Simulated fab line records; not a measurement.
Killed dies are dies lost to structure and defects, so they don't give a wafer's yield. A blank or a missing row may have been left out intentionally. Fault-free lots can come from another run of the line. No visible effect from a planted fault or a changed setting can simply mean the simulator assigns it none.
Matching of chambers	flow sky130	SKY_VIA2_ETCH_14 on rie-diel-01: 4 sister chambers
The step etches BARC in N2/H2, stops on SiO2, time 45.9 s, target depth 60 nm. 8 wafers are shown with their chamber, then 9 later ones without.

== WAFERS, EACH WITH ITS CHAMBER ==
wafer	chamber	drypump-motor-current-A (A)	throttle-valve-pct (%)
L079.5	2	5.0	13.231
L083.5	3	5.3	13.240
L082.1	2	5.0	13.224
L082.2	0	5.9	13.217
L082.5	1	6.1	13.225
L087.1	1	6.1	13.240
L087.2	3	5.3	13.234
L087.3	0	5.8	13.212

== WAFERS MISSING THEIR CHAMBER ==
wafer	drypump-motor-current-A (A)	throttle-valve-pct (%)
L089.1	5.0	13.207
L089.2	5.9	13.223
L089.4	5.3	13.213
L094.2	6.1	13.227
L094.3	5.0	13.209
L094.4	5.8	13.239
L096.1	5.3	13.237
L096.3	5.8	13.233
L096.4	6.1	13.225

== WHICH CHAMBER EACH WENT THROUGH ==
wafer	from the rows above	in truth
L089.1	2	2
L089.2	0	0
L089.4	3	3
L094.2	1	1
L094.3	2	2
L094.4	0	0
L096.1	3	3
L096.3	0	0
L096.4	1	1
Correctly placed: 9 of 9. Not placeable from these rows: 0. Wrongly placed: 0.
How it was worked out, from the rows above alone: a wafer's distance from a chamber is the root of the sum, over the readings, of the square of ((its reading less the chamber's mean) divided by the reading's scatter). The wafer belongs to the nearest chamber; if the next one is less than 2 further off, it can't be placed. The mean given for a chamber averages the wafers shown for that chamber. The scatter: the root of (the sum of the squares of (reading less its chamber's mean) over the shown wafers, divided by (wafers less chambers)).
